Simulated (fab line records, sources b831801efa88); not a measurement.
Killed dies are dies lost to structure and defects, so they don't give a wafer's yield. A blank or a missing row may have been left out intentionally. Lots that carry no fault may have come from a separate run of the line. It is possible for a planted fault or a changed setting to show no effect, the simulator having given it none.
A single fault, viewed from 2 desks    flow gf180mcu    what lay behind the numbers comes last; until then each desk has only its own

## AT THE METROLOGY DESK
What the gauges read, lot by lot, whatever tool the lot ran on: means of the sampled wafers that have a number. A lot is out of limits, marked OUT, if its mean lies more than 4 standard deviations from the usual mean; the brackets give that distance.
Columns: A = NWELL_RS at GF_VT_IMPLANT_RS_MEAS_47, usual 488.0 ohm/sq
lot   first seen here  A
L201  day 7 13:34      485.5
L202  day 7 15:59      488.4
L203  day 8 00:52      488.5
L208  day 9 16:38      488.4
L209  day 9 17:29      488.0
L210  day 10 00:40     489.1
L211  day 10 12:16     487.6
L212  day 10 23:49     486.6
L213  day 11 11:25     489.0
L214  day 11 11:39     487.3
L215  day 11 17:32     487.2
L218  day 12 17:01     489.3
L220  day 12 20:58     487.6
L222  day 13 07:57     487.4
Result from this desk: across the 14 lots, nothing is out of limits.

## FOR THE TOOL OWNER'S DESK: litho-track-01
The tool's own readings at GF_MVPSD_COAT_02 (resist thk 3000 nm): means of the sampled wafers that have a number, for each lot that ran on this tool. A lot is out of limits, marked OUT, if its mean lies more than 4 standard deviations from the usual mean; the brackets give that distance.
Columns: A = dispense-pressure-kPa at GF_MVPSD_COAT_02, usual 50 kPa
lot   first seen here  A
L209  day 6 13:53      50
L210  day 6 21:17      50
L211  day 7 09:04      50
L212  day 7 19:31      50
L213  day 8 03:26      50
L214  day 8 04:04      50
Result from this desk: across the 6 lots, nothing is out of limits.

## TAKEN TOGETHER
Nothing out of limits was seen by the metrology desk.
Nothing out of limits was seen by the tool owner's desk.

## WHAT THE SIMULATOR HAD PUT IN
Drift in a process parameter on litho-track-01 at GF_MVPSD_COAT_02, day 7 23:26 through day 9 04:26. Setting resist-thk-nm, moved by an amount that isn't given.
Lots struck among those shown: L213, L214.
